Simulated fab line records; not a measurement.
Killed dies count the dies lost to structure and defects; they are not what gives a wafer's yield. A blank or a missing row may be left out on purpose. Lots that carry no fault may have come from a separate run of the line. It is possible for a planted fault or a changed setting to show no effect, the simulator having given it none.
8D (eight disciplines) problem report, filled in by code | flow gf180mcu | the parts of the form that need people (team, actions taken, sign-off) are left out

1. PROBLEM STATEMENT
Across 6 wafers from 2 lots, MVPSD_TW at GF_MVPSD_TW_MEAS_11 averages 573.4, while fault-free wafers read 551.2 with a standard deviation of 2.8. That puts it +7.9 standard deviations away from the usual mean.
Seen first at day 8 06:17 on filmMetro-01, wafer L529.1. The record has a number at this step for 36 wafers belonging to 12 lots. By rule, "out" or "out of limits" means more than 4 standard deviations away from the usual mean. Any other wafer with a number is counted as sound.

2. WHAT IT IS, WHAT IT ISN'T
question                    | is                         | is not
which readings at this step | MVPSD_TW                   | -
which lots                  | L529, L531                 | L520, L521, L523, L524, L525, L526, L527, L528, L538, L539
which wafers of those lots  | all that have a number     | -
read on which gauges        | filmMetro-01, filmMetro-02 | filmMetro-04
when                        | from day 8 06:17           | up to then (24 sound wafers); but 6 sound wafers of L538, L539 came after

3. SUSPECTS, AND WHAT RULES EACH OUT
Counting: a tool at any process step up to the reading remains a suspect when it ran all the lots that are out and ran no sound lot after the first of those.
- the gauge at GF_MVPSD_TW_MEAS_11: ruled out. Those wafers that are out were read across 2 gauges (filmMetro-01, filmMetro-02).
- implanter-03 at GF_MVPSD_IMPLANT_09: kept. It processed each lot that is out, first L529 at day 8 06:02, and no sound lot thereafter; up to then, the last sound lot it processed was L527 at day 7 18:45. Its own readings are out on those wafers: doseIonsCm2, faradayCurrentUA.
Left after counting: implanter-03 at GF_MVPSD_IMPLANT_09.

4. THE CAUSE (what the simulator had put in)
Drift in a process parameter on implanter-03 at GF_MVPSD_IMPLANT_09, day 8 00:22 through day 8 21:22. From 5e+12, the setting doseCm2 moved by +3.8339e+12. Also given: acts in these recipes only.
The count eliminated every tool but this one.

5. THE EFFECT CHAIN, in route order
One row per reading whose mean, taken over the struck wafers that have a number, lies over 3 standard deviations from the usual. Only readings for which the record gives a usual standard deviation are gone through. hours: the time from each lot's start at the first step in this table that gives one to its start at this step, as a median over the lots. sigmas: the change in usual standard deviations.
hours | step                     | reading          | usual         | on struck wafers | change     | sigmas
0     | GF_MVPSD_IMPLANT_09      | doseIonsCm2      | 4.998e+12     | 8.836e+12        | +3.838e+12 | +99 or more
0     | GF_MVPSD_IMPLANT_09      | faradayCurrentUA | 28.1          | 50.0             | +21.9      | +41
0     | GF_MVPSD_TW_MEAS_11      | MVPSD_TW         | 551.2         | 573.4            | +22.2      | +7.9
72    | GF_VT_IMPLANT_RS_MEAS_49 | MVPSD_RS         | 1167.1 ohm/sq | 1034.2           | -132.8     | -46
Process steps it contains:
- GF_MVPSD_IMPLANT_09

6. WHAT WOULD HAVE CAUGHT IT SOONER
The first out-of-limits reading at a measuring or inspecting step in this record came at day 8 06:17, 6 hours after the fault's start at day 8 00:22.
The tool's own readings at GF_MVPSD_IMPLANT_09 were out on every struck wafer that the step has a row for (doseIonsCm2, faradayCurrentUA): an alarm limit on them would have fired on the first of those.
Lots out: 2; of these, L531 started GF_MVPSD_IMPLANT_09 on implanter-03 after day 8 06:17. Had the tool been put on hold then, it would have been spared.
